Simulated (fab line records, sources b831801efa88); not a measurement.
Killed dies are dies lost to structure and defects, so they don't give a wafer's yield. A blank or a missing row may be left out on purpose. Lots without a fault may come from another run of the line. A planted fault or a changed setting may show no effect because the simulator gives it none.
fab line records | flow gf180mcu
record lots=5 wafers=15 last_day=34
route steps=602 shown VT_IMPLANT@101
lots that met no fault: from a run of the same line without faults
start_h: hours from the record's first day to the start of the lot's first wafer shown | wait_h: hours since the lot's step before | " the same as in the row above | L1.1+2: a row that stands for several wafers | - no value, or no start given | * or withheld: withheld | < > ~ a bound
route shown NAME@n: a module of which the file shows steps, and the number in the route of the first | usual: mean/standard deviation of fault-free wafers | same: alike in all rows | chamber/n: place in a boat | sites: the reading at each site | _std_site: their standard deviation | _edge_site: outer sites' mean less inner sites' | radius_mm: how far each site lies from the wafer's centre | mask NAME#n: copy n | behind: the tool/chamber that last shaped the wafer | hold: why the lot was held/for how many hours/how that ended | device: the transistor (n, p or np) that didn't switch | end of line: the same wafers' tests at the end of the route | a step without rows: its recipe alone | killed: dies lost to structure and defects at the first sort, not the wafer's yield | map: a wafer's dies, x killed, . not, _ none there
set.NAME: the setting as run; set.NAME@STEP: as run at that earlier step | model.NAME: the simulator's own value behind a step, which no gauge read
lots at some steps of the route; a table a step, a row a wafer
services: from which hour (start_h, from the record's first day; less than 0 if before it) a tool's chamber was out of use, for how many hours, and why
## steps
# step GF_VT_IMPLANT_DEHYDRATE_11
# recipe temp_c=200 time_s=60
# usual chill_plate_temp_C=22.99/0.1
# same time_s=60
# columns lot.wafer tool chamber start_h wait_h chill_plate_temp_C
L082.1 litho_track-01 0 168.39 7.6 22.93
L082.2 " 0 " " 22.90
L082.5 " 0 " " 22.90
L086.1 litho_track-01 0 190.53 7.1 22.94
L086.2 " 0 " " 23.00
L086.3 " 0 " " 22.96
L095.1 litho_track-01 0 247.53 8.7 23.00
L095.2 " 0 " " 22.97
L095.3 " 0 " " 23.05
L096.2 litho_track-02 0 252.63 8.9 22.96
L096.3 " 0 " " 22.93
L096.5 " 0 " " 23.11
L097.2 litho_track-01 0 258.16 8.4 23.13
L097.5 " 0 " " 23.30
L097.6 " 0 " " 23.11
# step GF_VT_IMPLANT_HMDS_12
# recipe prime_time_s=60 prime_temp_c=120
# usual chill_plate_temp_C=23.01/0.12
# columns lot.wafer tool chamber start_h wait_h chill_plate_temp_C
L082.1 litho_track-01 0 168.54 0.1 23.11
L082.2 " 0 " " 22.90
L082.5 " 0 " " 22.91
L086.1 litho_track-01 0 190.68 0.1 23.04
L086.2 " 0 " " 22.96
L086.3 " 0 " " 22.93
L095.1 litho_track-01 0 247.68 0.1 22.96
L095.2 " 0 " " 23.05
L095.3 " 0 " " 23.07
L096.2 litho_track-02 0 252.78 0.1 23.09
L096.3 " 0 " " 23.08
L096.5 " 0 " " 23.12
L097.2 litho_track-01 0 258.31 0.1 22.99
L097.5 " 0 " " 23.12
L097.6 " 0 " " 23.11
# step GF_VT_IMPLANT_COAT_13
# recipe resist=NOVOLAK spin_rpm=3000 resist_thk_nm=1000
# usual chill_plate_temp_C=22.98/0.11 dispense_pressure_kPa=52.4/2.1
# columns lot.wafer tool chamber start_h wait_h chill_plate_temp_C dispense_pressure_kPa
L082.1 litho_track-01 0 168.69 0.1 23.17 55.1
L082.2 " 0 " " 23.13 55.1
L082.5 " 0 " " 23.09 55.1
L086.1 litho_track-01 0 190.83 0.1 22.98 55.2
L086.2 " 0 " " 23.12 55.2
L086.3 " 0 " " 22.98 55.1
L095.1 litho_track-01 0 247.83 0.1 22.87 55.2
L095.2 " 0 " " 22.86 55.2
L095.3 " 0 " " 22.83 55.1
L096.2 litho_track-02 0 252.93 0.1 22.86 51.0
L096.3 " 0 " " 22.85 51.0
L096.5 " 0 " " 23.03 51.0
L097.2 litho_track-01 0 258.46 0.1 23.13 55.2
L097.5 " 0 " " 23.02 55.2
L097.6 " 0 " " 23.20 55.2
# step GF_VT_IMPLANT_SOFTBAKE_14
# recipe temp_c=90 time_s=60 resist=NOVOLAK
# usual chill_plate_temp_C=22.99/0.12
# same time_s=60
# columns lot.wafer tool chamber start_h wait_h chill_plate_temp_C
L082.1 litho_track-01 0 168.84 0.1 22.99
L082.2 " 0 " " 22.95
L082.5 " 0 " " 23.03
L086.1 litho_track-01 0 190.98 0.1 22.99
L086.2 " 0 " " 23.04
L086.3 " 0 " " 22.89
L095.1 litho_track-01 0 247.98 0.1 22.95
L095.2 " 0 " " 23.03
L095.3 " 0 " " 22.93
L096.2 litho_track-02 0 253.08 0.1 22.98
L096.3 " 0 " " 22.97
L096.5 " 0 " " 23.00
L097.2 litho_track-01 0 258.61 0.1 23.19
L097.5 " 0 " " 23.16
L097.6 " 0 " " 23.00
# step GF_VT_IMPLANT_EXPOSE_15
# recipe mask_id=Nwell_LV_AREA target_cd_nm=860 na=0.6 source_shape=conventional sigma_outer=0.6 dose_mj=140
# columns lot.wafer tool chamber start_h wait_h mask
L082.1+2+5 iline_stepper-01 0 - - Nwell_LV_AREA#0
L086.1+2+3 iline_stepper-01 0 - - Nwell_LV_AREA#0
L095.1+2+3 iline_stepper-01 0 - - Nwell_LV_AREA#0
L096.2+3+5 iline_stepper-02 0 - - Nwell_LV_AREA#0
L097.2+5+6 iline_stepper-01 0 - - Nwell_LV_AREA#0
# step GF_VT_IMPLANT_PEB_16
# recipe temp_c=withheld time_s=* resist=NOVOLAK
# usual chill_plate_temp_C=*
# same time_s=*
# columns lot.wafer tool chamber start_h wait_h chill_plate_temp_C
L082.1 litho_track-02 0 - - *
L082.2 " 0 " " *
L082.5 " 0 " " *
L086.1 litho_track-01 0 - - *
L086.2 " 0 " " *
L086.3 " 0 " " *
L095.1 litho_track-02 0 - - *
L095.2 " 0 " " *
L095.3 " 0 " " *
L096.2 litho_track-04 0 - - *
L096.3 " 0 " " *
L096.5 " 0 " " *
L097.2 litho_track-02 0 - - *
L097.5 " 0 " " *
L097.6 " 0 " " *
# step GF_VT_IMPLANT_DEVELOP_17
# recipe develop_time_s=60 dev_temp_c=23
# usual chill_plate_temp_C=23.00/0.1 developer_temp_C=23.01/0.11
# same develop_time_s=60
# columns lot.wafer tool chamber start_h wait_h chill_plate_temp_C developer_temp_C
L082.1 litho_track-02 0 176.36 0.1 22.96 22.96
L082.2 " 0 " " 23.09 23.04
L082.5 " 0 " " 22.73 23.10
L086.1 litho_track-01 0 199.28 0.1 22.93 22.92
L086.2 " 0 " " 23.00 22.96
L086.3 " 0 " " 22.94 23.06
L095.1 litho_track-02 0 256.51 0.1 22.95 23.08
L095.2 " 0 " " 22.77 22.90
L095.3 " 0 " " 23.13 23.07
L096.2 litho_track-04 0 262.10 0.1 23.12 23.07
L096.3 " 0 " " 23.05 22.97
L096.5 " 0 " " 22.92 22.97
L097.2 litho_track-02 0 268.03 0.1 22.86 22.97
L097.5 " 0 " " 22.86 22.93
L097.6 " 0 " " 22.91 22.94
# step GF_VT_IMPLANT_OVL_MEAS_18
# usual VT_IMPLANT_01_OVL=0.9/1.4
# columns lot.wafer tool chamber start_h wait_h VT_IMPLANT_01_OVL[nm]
L082.1 overlay-01 - 176.51 0.1 2.4
L082.2 " - " " 0.3
L082.5 " - " " 1.7
L086.1 overlay-01 - 199.43 0.1 1.1
L086.2 " - " " 1.6
L086.3 " - " " 3.3
L095.1 overlay-01 - 256.66 0.1 1.6
L095.2 " - " " 1.5
L095.3 " - " " 1.2
L096.2 overlay-02 - 262.23 0.1 0.9
L096.3 " - " " 0.9
L096.5 " - " " 1.2
L097.2 overlay-02 - 268.16 0.1 1.7
L097.5 " - " " 1.3
L097.6 " - " " 1.6
# step GF_VT_IMPLANT_IMPLANT_19
# recipe species=As energy_kev=100 dose_cm2=4.35e+12 tilt_deg=7
# usual beam_on_s=9.98/0.2
# same implant_ion_amu=75
# columns lot.wafer tool chamber start_h wait_h beam_on_s
L082.1 implanter-02 0 176.54 0.0 10.01
L082.2 " 0 " " 10.14
L082.5 " 0 " " 9.64
L086.1 implanter-01 0 199.47 0.0 10.15
L086.2 " 0 " " 9.85
L086.3 " 0 " " 10.42
L095.1 implanter-01 0 256.69 0.0 9.92
L095.2 " 0 " " 9.92
L095.3 " 0 " " 10.11
L096.2 implanter-04 0 262.28 0.0 10.32
L096.3 " 0 " " 9.78
L096.5 " 0 " " 10.02
L097.2 implanter-04 0 268.22 0.0 10.21
L097.5 " 0 " " 9.98
L097.6 " 0 " " 9.41
# step GF_VT_IMPLANT_STRIP_20
# recipe chemistry=O2/N2 power_w=1400 pressure_mtorr=1500 platen_temp_c=250 o2_flow_sccm=3000 n2_flow_sccm=300 overash_fraction=0.5
# usual drypump_motor_current_A=5.6/0.49 heater_power_w=349/45 oes_product_au=0.716/0.0048 strip_time_to_endpoint_s=12.65/0.031
# same overash_fraction=0.5
# columns lot.wafer tool chamber start_h wait_h drypump_motor_current_A heater_power_w oes_product_au rf_hours_counter_h strip_time_to_endpoint_s
L082.1 plasma_asher-01 0 176.69 0.1 5.8 302 0.710 55 12.61
L082.2 " 1 " " 4.8 346 0.708 55 12.64
L082.5 " 1 " " 4.8 354 0.714 - 12.62
L086.1 plasma_asher-04 0 199.62 0.1 5.4 416 0.726 9 12.64
L086.2 " 1 " " 6.2 361 0.711 9 12.67
L086.3 " 0 " " 5.4 411 0.715 - 12.63
L095.1 plasma_asher-03 0 256.84 0.1 5.5 298 0.720 61 12.60
L095.2 " 1 " " 6.1 413 0.720 61 12.62
L095.3 " 0 " " 5.5 293 0.718 - 12.62
L096.2 plasma_asher-01 0 262.41 0.1 5.8 306 0.720 63 12.66
L096.3 " 1 " " 4.8 351 0.715 - 12.68
L096.5 " 0 " " 5.8 298 0.713 - 12.64
L097.2 plasma_asher-01 1 268.34 0.1 4.8 346 0.717 64 12.61
L097.5 " 0 " " 5.8 304 0.710 - 12.65
L097.6 " 1 " " 4.8 348 0.713 - 12.60
# step GF_VT_IMPLANT_TW_MEAS_21
# usual VT_IMPLANT_2_TW=1219/15
# columns lot.wafer tool chamber start_h wait_h VT_IMPLANT_2_TW
L082.1 film_metro-02 - 176.79 0.1 1201
L082.2 " - " " 1198
L082.5 " - " " 1193
L086.1 film_metro-02 - 199.72 0.1 1187
L086.2 " - " " 1192
L086.3 " - " " 1188
L095.1 film_metro-03 - 256.94 0.1 1222
L095.2 " - " " 1226
L095.3 " - " " 1239
L096.2 film_metro-04 - 262.52 0.1 1234
L096.3 " - " " 1239
L096.5 " - " " 1234
L097.2 film_metro-02 - 268.45 0.1 1196
L097.5 " - " " 1198
L097.6 " - " " 1194
# step GF_VT_IMPLANT_DEHYDRATE_22
# recipe temp_c=200 time_s=60
# usual chill_plate_temp_C=23.00/0.12
# same time_s=60
# columns lot.wafer tool chamber start_h wait_h chill_plate_temp_C
L082.1 litho_track-04 0 183.52 6.7 22.95
L082.2 " 0 " " 23.04
L082.5 " 0 " " 23.12
L086.1 litho_track-02 0 207.26 7.5 22.88
L086.2 " 0 " " 22.89
L086.3 " 0 " " 23.02
L095.1 litho_track-02 0 265.71 8.8 23.29
L095.2 " 0 " " 23.16
L095.3 " 0 " " 23.07
L096.2 litho_track-04 0 271.50 9.0 23.03
L096.3 " 0 " " 23.17
L096.5 " 0 " " 22.86
L097.2 litho_track-02 0 277.88 9.4 22.97
L097.5 " 0 " " 23.06
L097.6 " 0 " " 23.17
# step GF_VT_IMPLANT_HMDS_23
# recipe prime_time_s=60 prime_temp_c=120
# usual chill_plate_temp_C=23.00/0.11
# columns lot.wafer tool chamber start_h wait_h chill_plate_temp_C
L082.1 litho_track-04 0 183.67 0.1 23.00
L082.2 " 0 " " 22.90
L082.5 " 0 " " 23.07
L086.1 litho_track-02 0 207.41 0.1 23.02
L086.2 " 0 " " 22.95
L086.3 " 0 " " 22.89
L095.1 litho_track-02 0 265.86 0.1 23.00
L095.2 " 0 " " 23.00
L095.3 " 0 " " 23.04
L096.2 litho_track-04 0 271.65 0.1 22.93
L096.3 " 0 " " 23.05
L096.5 " 0 " " 22.95
L097.2 litho_track-02 0 278.03 0.1 22.98
L097.5 " 0 " " 22.99
L097.6 " 0 " " 22.88
# step GF_VT_IMPLANT_COAT_24
# recipe resist=NOVOLAK spin_rpm=3000 resist_thk_nm=1000
# usual chill_plate_temp_C=23.01/0.096 dispense_pressure_kPa=52.2/2.1
# columns lot.wafer tool chamber start_h wait_h chill_plate_temp_C dispense_pressure_kPa
L082.1 litho_track-04 0 183.82 0.1 22.95 50.5
L082.2 " 0 " " 23.03 50.6
L082.5 " 0 " " 23.06 50.6
L086.1 litho_track-02 0 207.56 0.1 22.95 51.0
L086.2 " 0 " " 22.89 51.0
L086.3 " 0 " " 23.08 51.0
L095.1 litho_track-02 0 266.01 0.1 22.97 51.0
L095.2 " 0 " " 23.03 51.0
L095.3 " 0 " " 22.99 51.0
L096.2 litho_track-04 0 271.80 0.1 23.10 50.4
L096.3 " 0 " " 23.04 50.4
L096.5 " 0 " " 23.07 50.5
L097.2 litho_track-02 0 278.18 0.1 23.00 51.0
L097.5 " 0 " " 22.94 51.0
L097.6 " 0 " " 23.07 51.1
# step GF_VT_IMPLANT_SOFTBAKE_25
# recipe temp_c=90 time_s=60 resist=NOVOLAK
# usual chill_plate_temp_C=22.99/0.1
# same time_s=60
# columns lot.wafer tool chamber start_h wait_h chill_plate_temp_C
L082.1 litho_track-04 0 183.97 0.1 23.16
L082.2 " 0 " " 23.06
L082.5 " 0 " " 23.07
L086.1 litho_track-02 0 207.71 0.1 22.99
L086.2 " 0 " " 22.91
L086.3 " 0 " " 22.89
L095.1 litho_track-02 0 266.16 0.1 22.97
L095.2 " 0 " " 23.17
L095.3 " 0 " " 23.02
L096.2 litho_track-04 0 271.95 0.1 22.95
L096.3 " 0 " " 23.11
L096.5 " 0 " " 22.99
L097.2 litho_track-02 0 278.33 0.1 22.95
L097.5 " 0 " " 23.04
L097.6 " 0 " " 22.90
# step GF_VT_IMPLANT_EXPOSE_26
# recipe mask_id=LVPWELL_HV_AREA target_cd_nm=860 na=0.6 source_shape=conventional sigma_outer=0.6 dose_mj=140
# columns lot.wafer tool chamber start_h wait_h mask
L082.1+2+5 iline_stepper-01 0 - - LVPWELL_HV_AREA#0
L086.1+2+3 iline_stepper-01 0 - - LVPWELL_HV_AREA#0
L095.1+2+3 iline_stepper-01 0 - - LVPWELL_HV_AREA#0
L096.2+3+5 iline_stepper-02 0 - - LVPWELL_HV_AREA#0
L097.2+5+6 iline_stepper-01 0 - - LVPWELL_HV_AREA#0
# step GF_VT_IMPLANT_PEB_27
# recipe temp_c=withheld time_s=* resist=NOVOLAK
# usual chill_plate_temp_C=*
# same time_s=*
# columns lot.wafer tool chamber start_h wait_h chill_plate_temp_C
L082.1 litho_track-02 0 - - *
L082.2 " 0 " " *
L082.5 " 0 " " *
L086.1 litho_track-02 0 - - *
L086.2 " 0 " " *
L086.3 " 0 " " *
L095.1 litho_track-01 0 - - *
L095.2 " 0 " " *
L095.3 " 0 " " *
L096.2 litho_track-02 0 - - *
L096.3 " 0 " " *
L096.5 " 0 " " *
L097.2 litho_track-02 0 - - *
L097.5 " 0 " " *
L097.6 " 0 " " *
# step GF_VT_IMPLANT_DEVELOP_28
# recipe develop_time_s=60 dev_temp_c=23
# usual chill_plate_temp_C=22.95/0.11 developer_temp_C=22.98/0.096
# same develop_time_s=60
# columns lot.wafer tool chamber start_h wait_h chill_plate_temp_C developer_temp_C
L082.1 litho_track-02 0 191.46 0.1 23.06 22.93
L082.2 " 0 " " 22.94 22.93
L082.5 " 0 " " 23.05 22.80
L086.1 litho_track-02 0 216.26 0.1 22.91 22.95
L086.2 " 0 " " 23.03 22.93
L086.3 " 0 " " 23.04 23.08
L095.1 litho_track-01 0 276.08 0.1 23.16 22.85
L095.2 " 0 " " 22.96 22.92
L095.3 " 0 " " 23.10 22.95
L096.2 litho_track-02 0 281.83 0.1 22.92 22.89
L096.3 " 0 " " 22.86 22.92
L096.5 " 0 " " 23.07 23.12
L097.2 litho_track-02 0 287.88 0.1 23.14 22.93
L097.5 " 0 " " 22.97 23.00
L097.6 " 0 " " 22.99 22.87
# step GF_VT_IMPLANT_OVL_MEAS_29
# usual VT_IMPLANT_02_OVL=1.0/1.6
# columns lot.wafer tool chamber start_h wait_h VT_IMPLANT_02_OVL[nm]
L082.1 overlay-02 - 191.61 0.1 3.4
L082.2 " - " " 1.3
L082.5 " - " " 1.9
L086.1 overlay-01 - 216.41 0.1 -0.1
L086.2 " - " " -2.1
L086.3 " - " " -1.1
L095.1 overlay-02 - 276.23 0.1 0.3
L095.2 " - " " -0.1
L095.3 " - " " -0.7
L096.2 overlay-02 - 281.96 0.1 0.7
L096.3 " - " " 1.0
L096.5 " - " " 1.3
L097.2 overlay-02 - 288.01 0.1 0.9
L097.5 " - " " 2.1
L097.6 " - " " 2.4
# step GF_VT_IMPLANT_IMPLANT_30
# recipe species=B energy_kev=25 dose_cm2=2.534e+12 tilt_deg=7
# usual beam_on_s=10.00/0.2
# same implant_ion_amu=11
# columns lot.wafer tool chamber start_h wait_h beam_on_s
L082.1 implanter-02 0 191.64 0.0 9.80
L082.2 " 0 " " 9.65
L082.5 " 0 " " 9.75
L086.1 implanter-04 0 216.44 0.0 9.80
L086.2 " 0 " " 10.31
L086.3 " 0 " " 10.12
L095.1 implanter-04 0 276.27 0.0 10.05
L095.2 " 0 " " 10.01
L095.3 " 0 " " 10.02
L096.2 implanter-01 0 282.02 0.0 9.85
L096.3 " 0 " " 10.23
L096.5 " 0 " " 9.94
L097.2 implanter-01 0 288.07 0.0 9.90
L097.5 " 0 " " 9.93
L097.6 " 0 " " 10.43
# step GF_VT_IMPLANT_STRIP_31
# recipe chemistry=O2/N2 power_w=1400 pressure_mtorr=1500 platen_temp_c=250 o2_flow_sccm=3000 n2_flow_sccm=300 overash_fraction=0.5
# usual drypump_motor_current_A=5.7/0.47 heater_power_w=363/46 oes_product_au=0.716/0.0045 strip_time_to_endpoint_s=12.64/0.043
# same overash_fraction=0.5
# columns lot.wafer tool chamber start_h wait_h drypump_motor_current_A heater_power_w oes_product_au rf_hours_counter_h strip_time_to_endpoint_s
L082.1 plasma_asher-04 0 191.79 0.1 5.4 430 0.714 8 12.77
L082.2 " 1 " " 6.2 357 0.722 8 12.73
L082.5 " 1 " " 6.2 349 0.716 - 12.72
L086.1 plasma_asher-01 1 216.59 0.1 4.8 344 0.714 59 12.69
L086.2 " 0 " " 5.8 306 0.714 59 12.69
L086.3 " 1 " " 4.8 346 0.711 - 12.68
L095.1 plasma_asher-04 1 276.42 0.1 6.2 356 0.716 16 12.63
L095.2 " 0 " " 5.4 420 0.715 16 12.69
L095.3 " 1 " " 6.2 350 0.720 - 12.65
L096.2 plasma_asher-03 1 282.14 0.1 6.1 408 0.721 64 12.57
L096.3 " 1 " " 6.1 412 0.717 - 12.59
L096.5 " 0 " " 5.5 306 0.717 - 12.61
L097.2 plasma_asher-04 1 288.19 0.1 6.2 345 0.716 17 12.60
L097.5 " 0 " " 5.4 430 0.716 - 12.62
L097.6 " 1 " " 6.2 345 0.717 - 12.63
# step GF_VT_IMPLANT_TW_MEAS_32
# usual VT_IMPLANT_3_TW=270.8/2.8
# columns lot.wafer tool chamber start_h wait_h VT_IMPLANT_3_TW
L082.1 film_metro-02 - 191.89 0.1 263.2
L082.2 " - " " 264.8
L082.5 " - " " 264.7
L086.1 film_metro-04 - 216.69 0.1 273.7
L086.2 " - " " 273.0
L086.3 " - " " 271.8
L095.1 film_metro-02 - 276.52 0.1 265.8
L095.2 " - " " 265.2
L095.3 " - " " 264.4
L096.2 film_metro-03 - 282.25 0.1 270.7
L096.3 " - " " 272.6
L096.5 " - " " 273.2
L097.2 film_metro-04 - 288.30 0.1 271.6
L097.5 " - " " 271.3
L097.6 " - " " 272.7
# step GF_VT_IMPLANT_DEHYDRATE_33
# recipe temp_c=200 time_s=60
# usual chill_plate_temp_C=22.99/0.12
# same time_s=60
# columns lot.wafer tool chamber start_h wait_h chill_plate_temp_C
L082.1 litho_track-04 0 199.27 7.4 22.92
L082.2 " 0 " " 23.05
L082.5 " 0 " " 22.81
L086.1 litho_track-01 0 225.23 8.5 22.92
L086.2 " 0 " " 22.89
L086.3 " 0 " " 22.99
L095.1 litho_track-04 0 284.87 8.3 23.10
L095.2 " 0 " " 23.01
L095.3 " 0 " " 23.23
L096.2 litho_track-02 0 291.33 9.1 23.25
L096.3 " 0 " " 22.98
L096.5 " 0 " " 23.12
L097.2 litho_track-01 0 298.26 9.9 23.05
L097.5 " 0 " " 23.02
L097.6 " 0 " " 22.95
# step GF_VT_IMPLANT_HMDS_34
# recipe prime_time_s=60 prime_temp_c=120
# usual chill_plate_temp_C=23.03/0.11
# columns lot.wafer tool chamber start_h wait_h chill_plate_temp_C
L082.1 litho_track-04 0 199.42 0.1 22.98
L082.2 " 0 " " 22.92
L082.5 " 0 " " 22.96
L086.1 litho_track-01 0 225.38 0.1 23.06
L086.2 " 0 " " 23.10
L086.3 " 0 " " 23.21
L095.1 litho_track-04 0 285.02 0.1 23.12
L095.2 " 0 " " 23.20
L095.3 " 0 " " 23.16
L096.2 litho_track-02 0 291.48 0.1 22.95
L096.3 " 0 " " 22.97
L096.5 " 0 " " 22.98
L097.2 litho_track-01 0 298.41 0.1 23.13
L097.5 " 0 " " 23.01
L097.6 " 0 " " 23.04
# step GF_VT_IMPLANT_COAT_35
# recipe resist=NOVOLAK spin_rpm=3000 resist_thk_nm=1000
# usual chill_plate_temp_C=23.02/0.11 dispense_pressure_kPa=52.2/2.1
# columns lot.wafer tool chamber start_h wait_h chill_plate_temp_C dispense_pressure_kPa
L082.1 litho_track-04 0 199.57 0.1 22.99 50.5
L082.2 " 0 " " 23.05 50.6
L082.5 " 0 " " 23.18 50.5
L086.1 litho_track-01 0 225.53 0.1 22.93 55.2
L086.2 " 0 " " 22.90 55.2
L086.3 " 0 " " 22.90 55.1
L095.1 litho_track-04 0 285.17 0.1 23.08 50.4
L095.2 " 0 " " 23.06 50.4
L095.3 " 0 " " 23.11 50.4
L096.2 litho_track-02 0 291.63 0.1 22.72 51.0
L096.3 " 0 " " 22.83 51.0
L096.5 " 0 " " 22.98 51.0
L097.2 litho_track-01 0 298.56 0.1 23.04 55.2
L097.5 " 0 " " 22.99 55.2
L097.6 " 0 " " 23.25 55.2
# step GF_VT_IMPLANT_SOFTBAKE_36
# recipe temp_c=90 time_s=60 resist=NOVOLAK
# usual chill_plate_temp_C=23.00/0.1
# same time_s=60
# columns lot.wafer tool chamber start_h wait_h chill_plate_temp_C
L082.1 litho_track-04 0 199.72 0.1 22.96
L082.2 " 0 " " 22.98
L082.5 " 0 " " 23.13
L086.1 litho_track-01 0 225.68 0.1 23.11
L086.2 " 0 " " 23.12
L086.3 " 0 " " 22.94
L095.1 litho_track-04 0 285.32 0.1 23.00
L095.2 " 0 " " 23.01
L095.3 " 0 " " 22.93
L096.2 litho_track-02 0 291.78 0.1 23.11
L096.3 " 0 " " 22.89
L096.5 " 0 " " 23.01
L097.2 litho_track-01 0 298.71 0.1 23.11
L097.5 " 0 " " 22.94
L097.6 " 0 " " 23.08
# step GF_VT_IMPLANT_EXPOSE_37
# recipe mask_id=Nwell_HV_AREA target_cd_nm=860 na=0.6 source_shape=conventional sigma_outer=0.6 dose_mj=140
# columns lot.wafer tool chamber start_h wait_h mask
L082.1+2+5 iline_stepper-02 0 - - Nwell_HV_AREA#0
L086.1+2+3 iline_stepper-02 0 - - Nwell_HV_AREA#0
L095.1+2+3 iline_stepper-01 0 - - Nwell_HV_AREA#0
L096.2+3+5 iline_stepper-01 0 - - Nwell_HV_AREA#0
L097.2+5+6 iline_stepper-02 0 - - Nwell_HV_AREA#0
# step GF_VT_IMPLANT_PEB_38
# recipe temp_c=withheld time_s=* resist=NOVOLAK
# usual chill_plate_temp_C=*
# same time_s=*
# columns lot.wafer tool chamber start_h wait_h chill_plate_temp_C
L082.1 litho_track-04 0 - - *
L082.2 " 0 " " *
L082.5 " 0 " " *
L086.1 litho_track-04 0 - - *
L086.2 " 0 " " *
L086.3 " 0 " " *
L095.1 litho_track-01 0 - - *
L095.2 " 0 " " *
L095.3 " 0 " " *
L096.2 litho_track-04 0 - - *
L096.3 " 0 " " *
L096.5 " 0 " " *
L097.2 litho_track-01 0 - - *
L097.5 " 0 " " *
L097.6 " 0 " " *
# step GF_VT_IMPLANT_DEVELOP_39
# recipe develop_time_s=60 dev_temp_c=23
# usual chill_plate_temp_C=22.96/0.1 developer_temp_C=22.98/0.12
# same develop_time_s=60
# columns lot.wafer tool chamber start_h wait_h chill_plate_temp_C developer_temp_C
L082.1 litho_track-04 0 207.97 0.1 22.91 23.13
L082.2 " 0 " " 22.96 23.02
L082.5 " 0 " " 22.97 23.10
L086.1 litho_track-04 0 235.02 0.1 22.77 23.07
L086.2 " 0 " " 23.00 22.96
L086.3 " 0 " " 22.97 22.99
L095.1 litho_track-01 0 295.58 0.1 22.89 23.10
L095.2 " 0 " " 22.86 22.96
L095.3 " 0 " " 22.90 23.02
L096.2 litho_track-04 0 301.55 0.1 23.07 22.89
L096.3 " 0 " " 22.97 22.99
L096.5 " 0 " " 22.97 22.83
L097.2 litho_track-01 0 308.86 0.1 22.91 22.96
L097.5 " 0 " " 22.88 22.99
L097.6 " 0 " " 23.07 23.04
# step GF_VT_IMPLANT_OVL_MEAS_40
# usual VT_IMPLANT_03_OVL=0.8/1.5
# columns lot.wafer tool chamber start_h wait_h VT_IMPLANT_03_OVL[nm]
L082.1 overlay-02 - 208.12 0.1 -0.3
L082.2 " - " " -0.8
L082.5 " - " " -1.7
L086.1 overlay-02 - 235.17 0.1 -0.5
L086.2 " - " " 0.8
L086.3 " - " " -0.6
L095.1 overlay-02 - 295.73 0.1 1.6
L095.2 " - " " 2.6
L095.3 " - " " 5.4
L096.2 overlay-01 - 301.68 0.1 1.2
L096.3 " - " " 1.5
L096.5 " - " " 1.5
L097.2 overlay-02 - 308.99 0.1 -1.7
L097.5 " - " " 1.8
L097.6 " - " " 1.7
# step GF_VT_IMPLANT_IMPLANT_41
# recipe species=As energy_kev=70 dose_cm2=1.013e+12 tilt_deg=7
# usual beam_on_s=9.97/0.22
# same implant_ion_amu=75
# columns lot.wafer tool chamber start_h wait_h beam_on_s
L082.1 implanter-01 0 208.16 0.0 9.72
L082.2 " 0 " " 10.29
L082.5 " 0 " " 10.33
L086.1 implanter-01 0 235.21 0.0 9.93
L086.2 " 0 " " 9.95
L086.3 " 0 " " 9.97
L095.1 implanter-02 0 295.77 0.0 9.89
L095.2 " 0 " " 9.82
L095.3 " 0 " " 10.08
L096.2 implanter-01 0 301.73 0.0 10.07
L096.3 " 0 " " 10.06
L096.5 " 0 " " 9.82
L097.2 implanter-02 0 309.04 0.0 9.74
L097.5 " 0 " " 9.90
L097.6 " 0 " " 10.07
# step GF_VT_IMPLANT_STRIP_42
# recipe chemistry=O2/N2 power_w=1400 pressure_mtorr=1500 platen_temp_c=250 o2_flow_sccm=3000 n2_flow_sccm=300 overash_fraction=0.5
# usual drypump_motor_current_A=5.7/0.45 heater_power_w=364/46 oes_product_au=0.716/0.0042 strip_time_to_endpoint_s=12.65/0.037
# same overash_fraction=0.5
# columns lot.wafer tool chamber start_h wait_h drypump_motor_current_A heater_power_w oes_product_au rf_hours_counter_h strip_time_to_endpoint_s
L082.1 plasma_asher-03 1 208.31 0.1 6.1 406 0.718 56 12.67
L082.2 " 0 " " 5.5 301 0.714 56 12.71
L082.5 " 1 " " 6.1 423 0.714 - 12.66
L086.1 plasma_asher-04 0 235.36 0.1 5.4 405 0.712 12 12.58
L086.2 " 1 " " 6.2 350 0.720 12 12.65
L086.3 " 0 " " 5.4 420 0.715 - 12.58
L095.1 plasma_asher-03 1 295.92 0.1 6.1 419 0.716 65 12.58
L095.2 " 0 " " 5.5 297 0.710 65 12.59
L095.3 " 0 " " 5.5 304 0.718 - 12.60
L096.2 plasma_asher-04 1 301.86 0.1 6.2 353 0.718 19 12.68
L096.3 " 1 " " 6.2 347 0.717 - 12.62
L096.5 " 0 " " 5.4 418 0.723 - 12.68
L097.2 plasma_asher-01 1 309.17 0.1 4.8 339 0.718 68 12.68
L097.5 " 1 " " 4.8 353 0.715 - 12.68
L097.6 " 0 " " 5.8 309 0.720 - 12.68
# step GF_VT_IMPLANT_TW_MEAS_43
# usual VT_IMPLANT_4_TW=694/10
# columns lot.wafer tool chamber start_h wait_h VT_IMPLANT_4_TW
L082.1 film_metro-03 - 208.41 0.1 698
L082.2 " - " " 697
L082.5 " - " " 700
L086.1 film_metro-03 - 235.46 0.1 702
L086.2 " - " " 699
L086.3 " - " " 701
L095.1 film_metro-03 - 296.02 0.1 702
L095.2 " - " " 698
L095.3 " - " " 702
L096.2 film_metro-03 - 301.97 0.1 702
L096.3 " - " " 705
L096.5 " - " " 702
L097.2 film_metro-03 - 309.28 0.1 705
L097.5 " - " " 701
L097.6 " - " " 703
## services
# columns tool chamber start_h hours kind
plasma_asher-01 - 178.67 3.3 pm
plasma_asher-03 - 181.07 2.8 pm
iline_stepper-02 0 191.53 - calibration
plasma_asher-04 - 205.85 3.9 repair
implanter-02 - 229.35 3.3 repair
iline_stepper-02 - 232.75 1.7 pm
implanter-04 - 237.49 0.9 repair
implanter-02 - 241.71 3.0 repair
implanter-01 - 242.09 2.2 repair
iline_stepper-01 0 255.06 - calibration
implanter-02 - 261.24 24.0 pm
iline_stepper-01 - 266.55 1.7 pm
implanter-02 - 289.51 1.2 repair
implanter-04 - 294.63 18.8 repair
plasma_asher-01 - 296.32 6.9 repair
implanter-01 - 304.57 1.8 repair
## key
fault none
